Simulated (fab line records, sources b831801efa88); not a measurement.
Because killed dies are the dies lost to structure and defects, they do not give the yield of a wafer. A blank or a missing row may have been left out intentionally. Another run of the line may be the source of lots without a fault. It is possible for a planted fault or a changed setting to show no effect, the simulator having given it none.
The same fault as seen by 2 desks :: flow sky130 :: what lay behind the numbers comes last; until then each desk has only its own

== AT THE METROLOGY DESK ==
Means of the sampled wafers that have a number, per lot and without regard to the tool the lot ran on: this is what the gauges read. A lot is out of limits, marked OUT, if its mean lies more than 4 standard deviations from the usual mean; the brackets give that distance.
Columns: A = POLY_GATE_OXIDATION_THK at SKY_POLY_GATE_THK_MEAS_21, usual 4.02 nm; B = cdNm at SKY_POLY_GATE_CD_MEAS_22, usual 149.5 nm; C = LDD_N_OVL at SKY_LDD_N_OVL_MEAS_07, usual -0.9 nm
lot: L260
first seen here: day 17 03:40
A: 4.00
B: 146.6
C: -0.6

lot: L267
first seen here: day 19 15:01
A: 3.97
B: 149.9
C: 0.5

lot: L269
first seen here: day 20 08:50
A: 3.98
B: 149.1
C: 0.1

lot: L275
first seen here: day 22 15:22
A: 4.08
B: 149.1
C: -0.6

lot: L278
first seen here: day 23 22:52
A: 4.03
B: 147.5
C: -2.8

lot: L279
first seen here: day 24 00:19
A: 3.91
B: 151.7
C: -1.3
This desk's verdict: no lot among the 6 shows anything out of limits.

== TOOL OWNER'S DESK, implanter-01 ==
The tool's own readings at SKY_LDD_N_IMPLANT_10: means of the sampled wafers that have a number, for each lot that ran on this tool. A lot is out of limits, marked OUT, if its mean lies more than 4 standard deviations from the usual mean; the brackets give that distance.
Columns: A = beamEnergyKeV at SKY_LDD_N_IMPLANT_10, usual 20.000; B = beamOnS at SKY_LDD_N_IMPLANT_10, usual 9.99 s
lot: L267
first seen here: day 20 21:34
A: 17.010 (-99 or more) OUT
B: 9.94

lot: L269
first seen here: day 21 15:45
A: 17.015 (-99 or more) OUT
B: 9.86

lot: L278
first seen here: day 25 05:04
A: 19.994
B: 9.99
This desk's verdict: out of limits on L267, L269, starting with L267 at day 20 21:34 (beamEnergyKeV at SKY_LDD_N_IMPLANT_10). In limits: L278.

== ALL TOGETHER ==
The tool owner's desk had the chance to raise an alarm at day 20 21:34 on L267, L269.
At the metrology desk, nothing out of limits was observed.
The metrology desk has L267, L269 on record, within its limits.
Of the lots named, all ran SKY_LDD_N_IMPLANT_10 on implanter-01.

== WHAT THE SIMULATOR HAD PUT IN ==
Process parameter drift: implanter-01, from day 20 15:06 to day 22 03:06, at SKY_LDD_N_IMPLANT_10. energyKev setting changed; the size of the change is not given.
Struck lots among those shown: L267, L269.
Each desk's first reading out of limits, in hours after the fault started: the tool owner's desk, 6.
